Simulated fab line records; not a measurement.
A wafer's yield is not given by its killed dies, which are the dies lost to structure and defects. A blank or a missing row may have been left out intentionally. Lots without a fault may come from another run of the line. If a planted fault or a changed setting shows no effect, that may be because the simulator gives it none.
Code-filled problem report in 8D (eight disciplines) form	flow sky130	the parts of the form that need people (team, actions taken, sign-off) are left out

1. WHAT IS WRONG
cathode-dc-power-W at SKY_VIA3_SPUTTER_20 reads a mean of 4110.7 W on 6 wafers of 2 lots; wafers without a fault read 4000.1 W with a standard deviation of 0.69. That is +99 or more standard deviations from the usual mean.
The step: material TiN, target thk 20 nm, time 80 s.
Earliest sighting: wafer L445.3 on pvd-sputter-03 at day 44 10:00. The record holds 36 wafers of 12 lots with a number at this step. By rule, "out" or "out of limits" means more than 4 standard deviations away from the usual mean. Any other wafer with a number is counted as sound.

2. WHAT IT IS, AND WHAT IT ISN'T
question	is	is not
which readings at this step	cathode-dc-power-W	-
which lots	L445, L446	L430, L432, L434, L436, L438, L442, L444, L449, L451, L452
which wafers of those lots	all that have a number	-
read on which tools	pvd-sputter-03	pvd-sputter-01, pvd-sputter-04
when	from day 44 10:00	up to then (21 sound wafers); but 9 sound wafers of L449, L451, L452 came after

3. SUSPECTS, AND WHAT RULES EACH OUT
Counting: a tool stays on the suspect list if, at a process step up to the reading, it processed all lots that are out and no sound lot following the first of them.
- rie-diel-03 at SKY_VIA3_ETCH_14 (etches BARC in N2/H2, stops on SiO2, time 45.9 s, target depth 60 nm): ruled out as a lasting fault. The sound lots L451 went through it after L445, its earliest lot that is out (day 44 09:14).
- pvd-sputter-03 at SKY_VIA3_SPUTTER_20 (material TiN, target thk 20 nm, time 80 s): kept. Every lot that is out went through it, starting with L445 (day 44 10:00), and after that it ran no sound lot; the last sound lot it ran before then is L438 (day 42 06:19). On those wafers its own readings are out: cathode-dc-power-W.
The count leaves pvd-sputter-03 at SKY_VIA3_SPUTTER_20.

4. THE CAUSE (what the simulator had put in)
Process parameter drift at SKY_VIA3_SPUTTER_20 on pvd-sputter-03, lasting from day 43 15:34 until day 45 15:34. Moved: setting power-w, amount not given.
The count eliminated every tool but this one.

5. THE CHAIN OF EFFECTS, in route order
One row per reading whose mean, taken over the struck wafers that have a number, lies over 3 standard deviations from the usual. Scope: only readings with a usual standard deviation given in the record; hours: median across lots of the time from each lot's start at the first step in this table that gives one to its start at this step; sigmas: change in usual standard deviations.
hours	step	reading	usual	on struck wafers	change	sigmas
0	SKY_VIA3_SPUTTER_20	cathode-dc-power-W	4000.1 W	4110.7	+110.6	+99 or more
The process steps in it:
- SKY_VIA3_SPUTTER_20: material TiN, target thk 20 nm, time 80 s.
At these later measuring or inspecting steps, every struck wafer for which the step has a row has a number for every such reading, and none has moved that far: SKY_VIA3_RS_MEAS_22, SKY_VIA3_THK_MEAS_23.

6. HOW IT WOULD HAVE BEEN CAUGHT EARLIER
18 hours passed between the start of the fault at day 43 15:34 and the first reading out of limits in this record, taken at day 44 10:00.
